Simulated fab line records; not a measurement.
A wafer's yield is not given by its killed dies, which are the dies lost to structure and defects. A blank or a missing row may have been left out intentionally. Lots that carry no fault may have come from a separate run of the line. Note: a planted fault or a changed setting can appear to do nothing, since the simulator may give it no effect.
Matching of chambers / flow sky130 / 4 sister chambers for SKY_VIA2_CMP_02 on cmp-02
The step polishes SiO2. 14 wafers are shown with their chamber, then 7 later ones without.

== WAFERS, EACH WITH ITS CHAMBER ==
wafer=L074.1; chamber=1; motorCurrentA (A)=12.4
wafer=L074.2; chamber=0; motorCurrentA (A)=10.6
wafer=L074.3; chamber=3; motorCurrentA (A)=12.0
wafer=L078.1; chamber=1; motorCurrentA (A)=11.9
wafer=L078.2; chamber=0; motorCurrentA (A)=10.7
wafer=L078.5; chamber=3; motorCurrentA (A)=13.5
wafer=L081.1; chamber=1; motorCurrentA (A)=11.6
wafer=L081.2; chamber=2; motorCurrentA (A)=13.7
wafer=L081.5; chamber=1; motorCurrentA (A)=11.7
wafer=L083.2; chamber=3; motorCurrentA (A)=12.8
wafer=L083.3; chamber=1; motorCurrentA (A)=12.1
wafer=L083.5; chamber=3; motorCurrentA (A)=12.5
wafer=L092.2; chamber=1; motorCurrentA (A)=11.6
wafer=L092.3; chamber=2; motorCurrentA (A)=13.5

SIGNATURES (means of the wafers above)
reading=motorCurrentA; chamber 0=10.650; chamber 1=11.883; chamber 2=13.600; chamber 3=12.700; scatter within a chamber=0.414
Rule: for a wafer and a chamber, the distance is found by dividing, reading by reading, the gap between the wafer's reading and the chamber's mean by the reading's scatter, squaring, summing and taking the root. The wafer belongs to the nearest chamber; if the next one is less than 2 further off, it can't be placed. The scatter: the root of (the sum of the squares of (reading less its chamber's mean) over the shown wafers, divided by (wafers less chambers)).

== WAFERS MISSING THEIR CHAMBER ==
wafer=L092.4; motorCurrentA (A)=12.7
wafer=L094.3; motorCurrentA (A)=12.5
wafer=L094.4; motorCurrentA (A)=11.3
wafer=L094.6; motorCurrentA (A)=13.6
wafer=L097.3; motorCurrentA (A)=13.3
wafer=L097.5; motorCurrentA (A)=13.4
wafer=L097.6; motorCurrentA (A)=12.8

== WHICH CHAMBER EACH WENT THROUGH ==
wafer=L092.4; from the rows above=can't be placed: 3 or 1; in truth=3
wafer=L094.3; from the rows above=can't be placed: 3 or 1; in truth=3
wafer=L094.4; from the rows above=can't be placed: 1 or 0 or 3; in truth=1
wafer=L094.6; from the rows above=2; in truth=2
wafer=L097.3; from the rows above=can't be placed: 2 or 3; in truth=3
wafer=L097.5; from the rows above=can't be placed: 2 or 3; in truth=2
wafer=L097.6; from the rows above=can't be placed: 3 or 2 or 1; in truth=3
Correctly placed: 1 of 7. Cannot be placed on the basis of these rows: 6; the candidates contain the true chamber in 6. Number placed wrongly: 0.
